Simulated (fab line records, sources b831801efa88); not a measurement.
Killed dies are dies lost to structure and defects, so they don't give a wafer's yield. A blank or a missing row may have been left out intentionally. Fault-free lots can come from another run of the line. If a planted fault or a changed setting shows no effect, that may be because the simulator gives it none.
fab line records	flow sky130
[record] lots = 11	wafers = 33	last-day = 50
route steps=708 shown VIA2@520 METAL3@532 CAPM@537 PAD_OPEN@708
lots with no fault: from the same line, run without faults
start-h: hours from the record's first day to the start of the lot's first wafer shown	wait-h: how many hours have passed since the lot's step before this one	" identical to the entry in the row above	L1.1+2: a single row standing in for several wafers	- value missing, or start not given	* or withheld: withheld	< > ~ a bound
route shown NAME@n: NAME is a module with steps in the file, n the number in the route of the first one	usual: mean and standard deviation over wafers with no fault	same: alike in all rows	chamber/n: place in a boat	sites: the reading at each site	_std_site: how widely they spread, as a standard deviation	_edge_site: inner sites' mean taken away from outer sites' mean	radius-mm: how far each site lies from the wafer's centre	mask NAME#n: copy n	behind: the last tool/chamber to shape the wafer	hold: reason for holding the lot/hours on hold/outcome of the hold	device: the transistor (n, p or np) that didn't switch	end of line: at the end of the route, the tests of the same wafers	a step given without rows: its recipe and nothing more	killed: dies that structure and defects cost at the first sort, which is not the same as the wafer's yield	map: dies across one wafer; x = killed, . = not, _ = none there
set.NAME: setting as actually run; set.NAME@STEP: the setting as run at that earlier step	model.NAME: the simulator's own value behind a step, which no gauge read
a sample of lots followed through the steps of the route, with each step as a table and each wafer as a row
services: from which hour (start-h, from the record's first day; less than 0 if before it) a tool's chamber was out of use, for how many hours, and why
[[steps]]
[step SKY_VIA2_OVL_MEAS_13]
[usual] VIA2_OVL = 4/5.7
lot.wafer	tool	chamber	start-h	wait-h	VIA2_OVL[nm]
L565.3	overlay-02	-	875.48	0.1	5
L565.5	"	-	"	"	5
L565.6	"	-	"	"	5
L566.1	overlay-02	-	888.41	0.1	2
L566.4	"	-	"	"	-1
L566.6	"	-	"	"	-6
L567.1	overlay-02	-	890.07	0.1	3
L567.4	"	-	"	"	-3
L567.6	"	-	"	"	-6
L574.2	overlay-02	-	948.57	0.1	6
L574.3	"	-	"	"	6
L574.6	"	-	"	"	6
L576.3	overlay-01	-	967.78	0.1	-1
L576.5	"	-	"	"	-4
L576.6	"	-	"	"	-1
L577.3	overlay-01	-	970.77	0.1	5
L577.4	"	-	"	"	4
L577.6	"	-	"	"	12
L578.2	overlay-02	-	978.27	0.1	5
L578.4	"	-	"	"	7
L578.5	"	-	"	"	6
L579.2	overlay-01	-	983.01	0.1	10
L579.3	"	-	"	"	14
L579.5	"	-	"	"	12
L583.2	overlay-02	-	1003.92	0.1	7
L583.3	"	-	"	"	8
L583.4	"	-	"	"	11
L584.1	overlay-02	-	1007.72	0.1	6
L584.2	"	-	"	"	1
L584.3	"	-	"	"	0
L585.3	overlay-02	-	1023.22	0.1	12
L585.4	"	-	"	"	8
L585.5	"	-	"	"	17
[step SKY_VIA2_CVD_21]
[recipe] material = W	target-thk-nm = 420	time-s = 126.4	temp-c = 400	pressure-torr = 40
[usual] chamber-pressure-Torr = 40.00/0.086	heater-power-outer-w = 571/50	heater-power-w = 936/120
lot.wafer	tool	chamber	start-h	wait-h	chamber-pressure-Torr	heater-power-outer-w	heater-power-w
L565.3	cvd-w-02	0	876.39	0.1	39.86	656	1099
L565.5	"	1	"	"	39.90	557	903
L565.6	"	0	"	"	39.95	669	1113
L566.1	cvd-w-02	0	889.25	0.0	39.95	659	1078
L566.4	"	0	"	"	40.07	655	1116
L566.6	"	1	"	"	40.13	547	947
L567.1	cvd-w-02	0	891.07	0.0	40.04	624	1085
L567.4	"	1	"	"	40.00	563	918
L567.6	"	1	"	"	40.07	555	915
L574.2	cvd-w-01	1	949.37	0.0	39.91	512	791
L574.3	"	1	"	"	40.07	501	761
L574.6	"	0	"	"	40.03	563	870
L576.3	cvd-w-02	1	968.61	0.1	-	-	-
L576.5	"	0	"	"	-	-	-
L576.6	"	1	"	"	-	-	-
L577.3	cvd-w-01	0	971.62	0.1	-	-	-
L577.4	"	1	"	"	-	-	-
L577.6	"	0	"	"	-	-	-
L578.2	cvd-w-02	1	979.10	0.1	-	-	-
L578.4	"	1	"	"	-	-	-
L578.5	"	1	"	"	-	-	-
L579.2	cvd-w-02	1	983.84	0.1	40.07	553	942
L579.3	"	1	"	"	40.02	559	948
L579.5	"	1	"	"	39.97	564	950
L583.2	cvd-w-01	0	1004.88	0.0	39.93	546	857
L583.3	"	1	"	"	39.93	516	781
L583.4	"	0	"	"	39.87	546	878
L584.1	cvd-w-01	0	1008.52	0.0	40.04	553	859
L584.2	"	1	"	"	39.94	513	771
L584.3	"	1	"	"	39.96	517	768
L585.3	cvd-w-02	1	1024.04	0.1	40.08	560	926
L585.4	"	0	"	"	40.09	660	1140
L585.5	"	1	"	"	39.99	563	954
[step SKY_VIA2_RS_MEAS_22]
[recipe] thk-meas-gauge = four-point-probe	reads = W_of_VIA2_CVD_21+TiN_of_VIA2_SPUTTER_20
[usual] VIA2_W_RS = 0.2733/0.0027
lot.wafer	tool	chamber	start-h	wait-h	VIA2_W_RS[ohm/sq]
L565.3	film-metro-02	-	876.52	0.1	0.2728
L565.5	"	-	"	"	0.2737
L565.6	"	-	"	"	0.2752
L566.1	film-metro-03	-	889.38	0.1	0.2738
L566.4	"	-	"	"	0.2762
L566.6	"	-	"	"	0.2780
L567.1	film-metro-01	-	891.20	0.1	0.2744
L567.4	"	-	"	"	0.2786
L567.6	"	-	"	"	0.2789
L574.2	film-metro-02	-	949.52	0.1	0.2698
L574.3	"	-	"	"	0.2727
L574.6	"	-	"	"	0.2714
L576.3	film-metro-03	-	968.74	0.1	58.232
L576.5	"	-	"	"	58.148
L576.6	"	-	"	"	60.585
L577.3	film-metro-02	-	971.75	0.1	61.929
L577.4	"	-	"	"	59.538
L577.6	"	-	"	"	58.217
L578.2	film-metro-03	-	979.34	0.2	60.661
L578.4	"	-	"	"	59.054
L578.5	"	-	"	"	58.443
L579.2	film-metro-03	-	984.08	0.2	0.2762
L579.3	"	-	"	"	0.2757
L579.5	"	-	"	"	0.2736
L583.2	film-metro-03	-	1005.03	0.1	0.2750
L583.3	"	-	"	"	0.2734
L583.4	"	-	"	"	0.2706
L584.1	film-metro-02	-	1008.65	0.1	0.2712
L584.2	"	-	"	"	0.2654
L584.3	"	-	"	"	0.2701
L585.3	film-metro-03	-	1024.17	0.1	0.2738
L585.4	"	-	"	"	0.2733
L585.5	"	-	"	"	0.2780
[step SKY_VIA2_THK_MEAS_23]
[recipe] thk-meas-gauge = xrf	reads = W_of_VIA2_CVD_21
[usual] VIA2_W_THK = 427/5
lot.wafer	tool	chamber	start-h	wait-h	VIA2_W_THK[nm]
L565.3	film-metro-02	-	876.62	0.1	430
L565.5	"	-	"	"	428
L565.6	"	-	"	"	427
L566.1	film-metro-03	-	889.50	0.1	428
L566.4	"	-	"	"	421
L566.6	"	-	"	"	415
L567.1	film-metro-01	-	891.32	0.1	423
L567.4	"	-	"	"	419
L567.6	"	-	"	"	416
L574.2	film-metro-02	-	949.63	0.1	431
L574.3	"	-	"	"	427
L574.6	"	-	"	"	430
L576.3	film-metro-03	-	968.84	0.1	-
L576.5	"	-	"	"	<0
L576.6	"	-	"	"	-
L577.3	film-metro-02	-	971.85	0.1	<0
L577.4	"	-	"	"	<0
L577.6	"	-	"	"	-
L578.2	film-metro-03	-	979.45	0.1	-
L578.4	"	-	"	"	-
L578.5	"	-	"	"	<0
L579.2	film-metro-03	-	984.19	0.1	426
L579.3	"	-	"	"	426
L579.5	"	-	"	"	428
L583.2	film-metro-03	-	1005.14	0.1	424
L583.3	"	-	"	"	426
L583.4	"	-	"	"	435
L584.1	film-metro-02	-	1008.77	0.1	429
L584.2	"	-	"	"	436
L584.3	"	-	"	"	432
L585.3	film-metro-03	-	1024.27	0.1	432
L585.4	"	-	"	"	429
L585.5	"	-	"	"	423
[step SKY_METAL3_SPUTTER_00]
[recipe] material = Ti	target-thk-nm = 15	power-w = 3000	time-s = 10	chamber-pressure-pa = 0.4
[usual] chamber-pressure-pa = 0.4001/0.00091	throttle-valve-pct = 30.0/1
lot.wafer	tool	chamber	start-h	wait-h	chamber-pressure-pa	throttle-valve-pct
L565.3	pvd-sputter-03	-	876.96	0.2	0.4011	28.0
L565.5	"	-	"	"	0.3986	30.2
L565.6	"	-	"	"	0.3981	29.1
L566.1	pvd-sputter-04	-	889.86	0.1	0.4004	30.1
L566.4	"	-	"	"	0.3995	29.6
L566.6	"	-	"	"	0.3984	30.0
L567.1	pvd-sputter-03	-	891.68	0.2	0.3989	31.7
L567.4	"	-	"	"	0.4002	30.6
L567.6	"	-	"	"	0.3999	28.9
L574.2	pvd-sputter-04	-	949.98	0.1	0.4001	28.8
L574.3	"	-	"	"	0.3998	29.4
L574.6	"	-	"	"	0.4012	29.6
L579.2	pvd-sputter-02	-	984.54	0.1	0.4013	29.9
L579.3	"	-	"	"	0.4002	29.5
L579.5	"	-	"	"	0.4008	31.2
L583.2	pvd-sputter-03	-	1005.82	0.2	0.3996	31.8
L583.3	"	-	"	"	0.3999	30.5
L583.4	"	-	"	"	0.4004	29.2
L584.1	pvd-sputter-04	-	1009.13	0.2	0.4002	29.4
L584.2	"	-	"	"	0.4015	30.0
L584.3	"	-	"	"	0.4015	29.0
L585.3	pvd-sputter-02	-	1024.71	0.2	0.4003	31.3
L585.4	"	-	"	"	0.3999	30.8
L585.5	"	-	"	"	0.4001	31.2
[step SKY_CAPM_CVD_00]
[recipe] material = SiO2	target-thk-nm = 15.5	temp-c = 400	time-s = withheld	rf-w = 450
[usual] heater-power-outer-w = 425/53	heater-power-w = 684/60
lot.wafer	tool	chamber	start-h	wait-h	heater-power-outer-w	heater-power-w
L565.3	pecvd-02	1	877.11	0.0	396	713
L565.5	"	2	"	"	438	746
L565.6	"	1	"	"	387	707
L566.1	pecvd-04	2	890.02	0.0	453	655
L566.4	"	2	"	"	457	678
L566.6	"	0	"	"	495	676
L567.1	pecvd-02	0	891.84	0.0	333	581
L567.4	"	0	"	"	351	564
L567.6	"	0	"	"	348	570
L574.2	pecvd-04	1	950.13	0.0	427	707
L574.3	"	0	"	"	522	703
L574.6	"	0	"	"	525	717
L579.2	pecvd-04	0	984.70	0.0	433	616
L579.3	"	1	"	"	366	629
L579.5	"	2	"	"	452	686
L583.2	pecvd-01	0	1005.97	0.0	427	652
L583.3	"	1	"	"	355	682
L583.4	"	1	"	"	363	678
L584.1	pecvd-04	2	1009.29	0.0	462	693
L584.2	"	1	"	"	425	694
L584.3	"	1	"	"	435	717
L585.3	pecvd-02	0	1024.87	0.0	336	558
L585.4	"	2	"	"	454	749
L585.5	"	0	"	"	329	556
[step SKY_PAD_OPEN_PROBE_99]
[usual] defect-limited-yield = 82.8/2	killed_at_M0_to_M3 = 43/7.8	killed_at_M4_up = 3.2/1.9	killed-at-contacts = 24/5	killed-at-front-end = 14/4.5	killed-at-other = 0.2/0.41	killed-dies = 84/9.6	killed-on-rim = 17/3.8	killed-open = 47/6.9	killed-short = 38/6	sort_bin_3_pad_short = 0.8/0.43	sort_bin_5_function = 10.1/1.4	sort_bin_6_memory = 6.3/1.1	sort-n-pass = 408/9.6	sort-yield-pct = 82.8/2
[same] gross-dies = 492	killed-at-back-side = 0	sort_bin_4_leakage[%] = 0	sort_bin_8_speed[%] = 0
lot.wafer	tool	chamber	start-h	wait-h	defect-limited-yield[%]	killed_at_M0_to_M3	killed_at_M4_up	killed-at-contacts	killed-at-front-end	killed-at-other	killed-dies	killed-on-rim	killed-open	killed-short	sort_bin_3_pad_short[%]	sort_bin_5_function[%]	sort_bin_6_memory[%]	sort-n-pass	sort-yield-pct[%]
L565.3	prober-02	-	1097.05	0.2	82.3	50	3	26	8	0	87	18	48	39	0.8	9.6	7.3	405	82.3
L565.5	prober-02	-	1097.15	0.2	82.3	38	4	30	15	0	87	16	50	37	0.8	10.2	6.7	405	82.3
L565.6	prober-02	-	1097.20	0.2	82.5	39	3	29	14	1	86	14	38	48	1.4	10.0	6.1	406	82.5
L566.1	prober-02	-	1109.45	0.1	80.9	51	3	29	11	0	94	15	57	37	1.0	10.6	7.5	398	80.9
L566.4	prober-02	-	1109.60	0.2	84.6	26	4	26	20	0	76	15	44	32	0.6	10.0	4.9	416	84.6
L566.6	prober-02	-	1109.70	0.2	85.8	44	1	18	7	0	70	18	38	32	1.0	6.7	6.5	422	85.8
L567.1	prober-01	-	1110.21	0.1	84.6	28	3	24	21	0	76	10	43	33	0.6	8.3	6.5	416	84.6
L567.4	prober-01	-	1110.36	0.2	82.7	43	3	26	13	0	85	26	48	37	0.6	9.6	7.1	407	82.7
L567.6	prober-01	-	1110.46	0.2	83.7	32	0	33	14	1	80	16	51	29	0.4	9.6	6.3	412	83.7
L574.2	prober-02	-	1155.75	0.1	83.1	40	4	20	19	0	83	15	45	38	0.8	10.2	5.9	409	83.1
L574.3	prober-02	-	1155.80	0.2	88.2	24	4	20	10	0	58	7	35	23	0.6	7.7	3.5	434	88.2
L574.6	prober-02	-	1155.95	0.2	81.9	53	3	21	12	0	89	14	54	35	0	11.4	6.7	403	81.9
L576.3	prober-02	-	1168.70	0.2	0	459	3	21	9	0	492	96	45	28	0.4	95.3	4.3	0	0
L576.5	prober-02	-	1168.80	0.2	0	447	2	21	22	0	492	96	56	41	0.4	92.7	6.9	0	0
L576.6	prober-02	-	1168.85	0.2	0	450	6	23	12	1	492	96	41	48	1.6	92.5	5.9	0	0
L577.3	prober-01	-	1175.12	0.2	0	463	1	18	10	0	492	96	28	34	0.2	95.3	4.5	0	0
L577.4	prober-01	-	1175.17	0.2	0	454	5	19	14	0	492	96	41	33	1.0	92.5	6.5	0	0
L577.6	prober-01	-	1175.27	0.2	0	452	2	22	15	1	492	96	42	36	1.0	93.3	5.7	0	0
L578.2	prober-02	-	1177.99	0.1	0	440	8	20	24	0	492	96	53	47	1.4	91.9	6.7	0	0
L578.4	prober-02	-	1178.09	0.2	0	468	0	14	10	0	492	96	32	34	1.6	93.7	4.7	0	0
L578.5	prober-02	-	1178.14	0.2	0	469	2	13	8	0	492	96	43	26	0.6	96.3	3.0	0	0
L579.2	prober-01	-	1180.15	0.1	84.3	36	1	26	14	0	77	19	41	36	0.4	9.1	6.1	415	84.3
L579.3	prober-01	-	1180.20	0.2	83.1	40	4	21	18	0	83	23	48	35	1.8	9.3	5.7	409	83.1
L579.5	prober-01	-	1180.30	0.2	84.8	38	2	24	10	1	75	17	40	35	0.4	9.1	5.7	417	84.8
L583.2	prober-01	-	1195.40	0.1	81.3	49	0	26	17	0	92	21	49	43	0.8	9.3	8.5	400	81.3
L583.3	prober-01	-	1195.45	0.2	80.3	57	5	25	10	0	97	18	39	58	1.0	12.6	6.1	395	80.3
L583.4	prober-01	-	1195.50	0.2	82.7	37	3	27	18	0	85	17	43	42	0.8	10.4	6.1	407	82.7
L584.1	prober-01	-	1196.36	0.1	81.1	47	4	27	15	0	93	13	54	39	1.0	10.6	7.3	399	81.1
L584.2	prober-01	-	1196.41	0.1	85.6	40	1	22	8	0	71	14	47	24	0	8.7	5.7	421	85.6
L584.3	prober-01	-	1196.46	0.2	81.7	39	5	30	16	0	90	19	54	36	0.4	9.6	8.3	402	81.7
L585.3	prober-01	-	1207.66	0.2	81.7	49	6	24	11	0	90	19	46	44	1.8	10.6	5.9	402	81.7
L585.4	prober-01	-	1207.71	0.2	82.9	55	1	17	11	0	84	12	49	35	0.8	10.8	5.5	408	82.9
L585.5	prober-01	-	1207.76	0.2	84.6	38	3	23	12	0	76	21	38	38	0.8	8.7	5.9	416	84.6
// killed by level:class
L565.3 VIA1:geometric-particle:open=11 CONTACT:geometric-particle:open=9 VIA3:geometric-particle:open=8 VIA2:geometric-particle:open=7 LOCAL_INTERCONNECT:geometric-particle:short=6 LI_CONTACT:geometric-particle:open=5 METAL1:geometric-particle:short=5 VIA3:geometric-particle:short=5
L565.5 VIA1:geometric-particle:open=10 LI_CONTACT:geometric-particle:open=8 CONTACT:geometric-particle:open=7 VIA3:geometric-particle:open=7 POLY_GATE:geometric-particle:open=6 POLY_GATE:geometric-particle:short=4 LI_CONTACT:geometric-particle:short=4 LOCAL_INTERCONNECT:geometric-particle:short=4
L565.6 LI_CONTACT:geometric-particle:short=7 CONTACT:geometric-particle:open=7 VIA3:geometric-particle:open=7 LOCAL_INTERCONNECT:geometric-particle:short=6 METAL1:geometric-particle:short=6 VIA1:geometric-particle:open=6 LI_CONTACT:geometric-particle:open=5 VIA3:geometric-particle:short=5
L566.1 VIA2:geometric-particle:open=13 CONTACT:geometric-particle:open=10 VIA3:geometric-particle:open=9 LI_CONTACT:geometric-particle:open=7 VIA1:geometric-particle:short=7 VIA1:geometric-particle:open=5 METAL2:geometric-particle:short=5 POLY_GATE:geometric-particle:open=4
L566.4 LI_CONTACT:geometric-particle:open=8 CONTACT:geometric-particle:open=8 FIELD_ISO:geometric-particle:short=7 METAL2:geometric-particle:short=6 VIA1:geometric-particle:open=6 POLY_GATE:geometric-particle:open=5 POLY_GATE:geometric-particle:short=5 VIA2:geometric-particle:open=4
L566.6 VIA1:geometric-particle:open=12 CONTACT:geometric-particle:open=9 METAL1:geometric-particle:short=6 METAL2:geometric-particle:short=5 METAL3:geometric-particle:short=5 LI_CONTACT:geometric-particle:open=4 VIA3:geometric-particle:open=3 POLY_GATE:geometric-particle:short=3
L567.1 POLY_GATE:geometric-particle:open=9 CONTACT:geometric-particle:open=9 METAL2:geometric-particle:short=8 LOCAL_INTERCONNECT:geometric-particle:short=5 VIA1:geometric-particle:open=5 FIELD_ISO:geometric-particle:open=4 LI_CONTACT:geometric-particle:open=4 CONTACT:geometric-particle:short=3
L567.4 CONTACT:geometric-particle:open=11 METAL2:geometric-particle:short=7 VIA1:geometric-particle:open=7 VIA2:geometric-particle:short=6 VIA2:geometric-particle:open=5 VIA3:geometric-particle:open=5 CONTACT:geometric-particle:short=4 LI_CONTACT:geometric-particle:open=4
L567.6 VIA1:geometric-particle:open=11 CONTACT:geometric-particle:open=10 LI_CONTACT:geometric-particle:open=8 VIA3:geometric-particle:open=7 CONTACT:geometric-particle:short=6 FIELD_ISO:geometric-particle:open=4 POLY_GATE:geometric-particle:short=4 LOCAL_INTERCONNECT:geometric-particle:short=4
L574.2 VIA1:geometric-particle:open=11 CONTACT:geometric-particle:open=7 FIELD_ISO:geometric-particle:open=6 VIA2:geometric-particle:open=6 POLY_GATE:geometric-particle:short=5 LI_CONTACT:geometric-particle:open=5 VIA3:geometric-particle:open=5 VIA1:geometric-particle:short=4
L574.3 VIA1:geometric-particle:open=10 LI_CONTACT:geometric-particle:open=7 CONTACT:geometric-particle:open=7 FIELD_ISO:geometric-particle:short=5 METAL4:geometric-particle:short=4 VIA2:geometric-particle:open=3 LI_CONTACT:geometric-particle:short=3 VIA3:geometric-particle:open=3
L574.6 VIA2:geometric-particle:open=12 METAL1:geometric-particle:short=10 VIA1:geometric-particle:open=10 VIA3:geometric-particle:open=9 CONTACT:geometric-particle:open=7 CONTACT:geometric-particle:short=6 FIELD_ISO:geometric-particle:open=4 LI_CONTACT:geometric-particle:open=3
L576.3 VIA2:area-cvd=419 VIA1:geometric-particle:open=9 CONTACT:geometric-particle:open=7 LI_CONTACT:geometric-particle:open=7 VIA3:geometric-particle:short=6 VIA3:geometric-particle:open=6 POLY_GATE:geometric-particle:open=4 VIA1:geometric-particle:short=4
L576.5 VIA2:area-cvd=395 VIA1:geometric-particle:open=12 FIELD_ISO:geometric-particle:open=11 VIA2:geometric-particle:open=11 CONTACT:geometric-particle:short=7 VIA3:geometric-particle:open=7 LOCAL_INTERCONNECT:geometric-particle:short=6 METAL1:geometric-particle:short=6
L576.6 VIA2:area-cvd=403 CONTACT:geometric-particle:open=10 METAL1:geometric-particle:short=9 VIA1:geometric-particle:open=9 METAL2:geometric-particle:short=7 VIA3:geometric-particle:open=7 LOCAL_INTERCONNECT:geometric-particle:short=6 POLY_GATE:geometric-particle:open=4
L577.3 VIA2:area-cvd=430 METAL1:geometric-particle:short=8 LI_CONTACT:geometric-particle:open=7 VIA1:geometric-particle:open=4 LI_CONTACT:geometric-particle:short=4 VIA3:geometric-particle:open=4 LOCAL_INTERCONNECT:geometric-particle:short=3 CONTACT:geometric-particle:open=3
L577.4 VIA2:area-cvd=418 CONTACT:geometric-particle:open=8 VIA1:geometric-particle:open=8 FIELD_ISO:geometric-particle:short=4 LI_CONTACT:geometric-particle:open=4 METAL2:geometric-particle:short=4 VIA3:geometric-particle:open=4 FIELD_ISO:geometric-particle:open=3
L577.6 VIA2:area-cvd=414 LI_CONTACT:geometric-particle:open=9 METAL1:geometric-particle:short=8 CONTACT:geometric-particle:open=7 VIA3:geometric-particle:open=7 METAL2:geometric-particle:short=6 VIA1:geometric-particle:open=6 FIELD_ISO:geometric-particle:short=5
L578.2 VIA2:area-cvd=392 VIA1:geometric-particle:open=14 CONTACT:geometric-particle:open=8 VIA2:geometric-particle:open=8 POLY_GATE:geometric-particle:short=7 POLY_GATE:geometric-particle:open=6 VIA3:geometric-particle:open=6 LOCAL_INTERCONNECT:geometric-particle:short=6
L578.4 VIA2:area-cvd=426 METAL2:geometric-particle:short=11 VIA1:geometric-particle:open=9 VIA2:geometric-particle:open=6 CONTACT:geometric-particle:open=4 VIA3:geometric-particle:short=4 FIELD_ISO:geometric-particle:open=3 LI_CONTACT:geometric-particle:open=3
L578.5 VIA2:area-cvd=423 VIA1:geometric-particle:open=20 CONTACT:geometric-particle:open=7 VIA1:geometric-particle:short=5 VIA2:geometric-particle:open=4 FIELD_ISO:geometric-particle:open=3 LOCAL_INTERCONNECT:geometric-particle:short=3 METAL1:geometric-particle:short=3
L579.2 VIA3:geometric-particle:open=9 LI_CONTACT:geometric-particle:short=8 VIA1:geometric-particle:open=8 LI_CONTACT:geometric-particle:open=7 FIELD_ISO:geometric-particle:open=6 VIA1:geometric-particle:short=5 VIA2:geometric-particle:open=4 CONTACT:geometric-particle:short=4
L579.3 VIA1:geometric-particle:open=11 CONTACT:geometric-particle:open=8 CONTACT:geometric-particle:short=8 VIA3:geometric-particle:open=5 METAL2:geometric-particle:short=5 METAL1:geometric-particle:short=4 VIA1:geometric-particle:short=4 VIA2:geometric-particle:open=4
L579.5 VIA1:geometric-particle:open=10 CONTACT:geometric-particle:open=8 CONTACT:geometric-particle:short=6 VIA3:geometric-particle:open=6 VIA2:geometric-particle:open=5 VIA3:geometric-particle:short=5 LOCAL_INTERCONNECT:geometric-particle:short=4 FIELD_ISO:geometric-particle:short=4
L583.2 METAL2:geometric-particle:short=9 VIA3:geometric-particle:open=9 LI_CONTACT:geometric-particle:open=7 VIA1:geometric-particle:open=7 FIELD_ISO:geometric-particle:open=6 LOCAL_INTERCONNECT:geometric-particle:short=6 CONTACT:geometric-particle:short=5 CONTACT:geometric-particle:open=5
L583.3 VIA1:geometric-particle:open=11 LOCAL_INTERCONNECT:geometric-particle:short=9 METAL1:geometric-particle:short=8 METAL3:geometric-particle:short=7 METAL2:geometric-particle:short=6 VIA1:geometric-particle:short=6 VIA2:geometric-particle:open=6 CONTACT:geometric-particle:short=5
L583.4 LI_CONTACT:geometric-particle:open=11 METAL2:geometric-particle:short=7 VIA2:geometric-particle:open=7 LOCAL_INTERCONNECT:geometric-particle:short=6 VIA1:geometric-particle:open=6 POLY_GATE:geometric-particle:open=5 CONTACT:geometric-particle:short=5 CONTACT:geometric-particle:open=5
L584.1 VIA1:geometric-particle:open=9 CONTACT:geometric-particle:open=8 VIA2:geometric-particle:open=8 VIA3:geometric-particle:open=7 FIELD_ISO:geometric-particle:open=6 LI_CONTACT:geometric-particle:open=6 CONTACT:geometric-particle:short=5 METAL1:geometric-particle:short=5
L584.2 VIA1:geometric-particle:open=12 CONTACT:geometric-particle:open=7 LI_CONTACT:geometric-particle:open=6 METAL1:geometric-particle:short=6 VIA2:geometric-particle:open=6 VIA3:geometric-particle:open=4 CONTACT:geometric-particle:short=4 LOCAL_INTERCONNECT:geometric-particle:short=3
L584.3 VIA1:geometric-particle:open=12 CONTACT:geometric-particle:open=11 LI_CONTACT:geometric-particle:open=8 METAL1:geometric-particle:short=7 VIA1:geometric-particle:short=6 FIELD_ISO:geometric-particle:open=4 POLY_GATE:geometric-particle:open=4 LI_CONTACT:geometric-particle:short=4
L585.3 VIA1:geometric-particle:open=12 CONTACT:geometric-particle:open=9 VIA2:geometric-particle:open=8 CONTACT:geometric-particle:short=6 METAL2:geometric-particle:short=5 LOCAL_INTERCONNECT:geometric-particle:short=5 POLY_GATE:geometric-particle:short=4 METAL1:geometric-particle:short=4
L585.4 VIA1:geometric-particle:open=16 VIA2:geometric-particle:open=12 VIA1:geometric-particle:short=8 METAL1:geometric-particle:short=5 CONTACT:geometric-particle:open=5 METAL3:geometric-particle:short=4 LI_CONTACT:geometric-particle:open=4 VIA2:geometric-particle:short=4
L585.5 LI_CONTACT:geometric-particle:open=7 VIA3:geometric-particle:open=6 VIA1:geometric-particle:open=6 FIELD_ISO:geometric-particle:short=5 LOCAL_INTERCONNECT:geometric-particle:short=5 CONTACT:geometric-particle:open=5 METAL1:geometric-particle:short=5 VIA1:geometric-particle:short=5
[[services]]
tool	chamber	start-h	hours	kind
pvd-sputter-02	-	871.33	5.8	repair
cvd-w-02	0	882.43	4.0	repair
cvd-w-01	-	888.82	6.9	pm
pecvd-01	-	899.62	0.5	repair
cvd-w-01	-	904.00	14.0	pm
cvd-w-01	0	904.00	14.0	vent-cycle
cvd-w-01	1	904.00	14.0	vent-cycle
pecvd-02	-	912.01	1.0	repair
cvd-w-01	0	918.00	-	clean
pvd-sputter-04	-	923.37	1.8	repair
pecvd-01	1	926.08	14.8	repair
pecvd-01	-	932.02	3.8	repair
cvd-w-01	-	932.68	0.5	repair
pecvd-01	-	951.30	0.9	repair
cvd-w-02	0	977.91	9.5	repair
pecvd-04	-	978.01	0.8	repair
pvd-sputter-04	-	978.23	4.6	repair
cvd-w-02	-	984.61	0.4	repair
pecvd-02	-	986.83	2.8	pm
pvd-sputter-04	-	993.71	3.4	repair
pvd-sputter-02	-	998.61	5.5	repair
pecvd-04	0	1005.32	4.5	repair
pecvd-01	-	1008.97	2.8	pm
pvd-sputter-04	-	1023.62	2.4	repair
[[key]]
[first-sign] step = SKY_VIA2_CVD_21	reading = tool-record	direction = missing
[effect] step = SKY_VIA2_RS_MEAS_22	reading = VIA2_W_RS	direction = up	sigmas = 99+	usual = 0.2733	struck = 59.423
[effect] step = SKY_VIA2_THK_MEAS_23	reading = VIA2_W_THK	direction = missing
[effect] step = SKY_PAD_OPEN_PROBE_99	reading = sort_bin_5_function	direction = up	sigmas = 59	usual = 10.1	struck = 93.7
[more-kills-born-at] SKY_VIA2_CVD_21@cvd-w-02 = 2450	SKY_VIA2_CVD_21@cvd-w-01 = 1262
met-at SKY_VIA2_CVD_21
struck-lots L576,L577,L578
later-rows-left-out L576.3,L576.5,L576.6,L577.3,L577.4,L577.6,L578.2,L578.4,L578.5
not-acting-at SKY_VIA2_OVL_MEAS_13,SKY_METAL3_SPUTTER_00,SKY_CAPM_CVD_00
onset-between 949.37 968.61
[fault] kind = skipped-step-whole	tool = cvd-w-01,cvd-w-02	chamber = -	onset-h = 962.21	steps = SKY_VIA2_CVD_21	scope = struck-lots-only
// later-rows-left-out: the simulator's readings of these wafers behind a module that went badly wrong aren't trusted and aren't shown, but for the sort
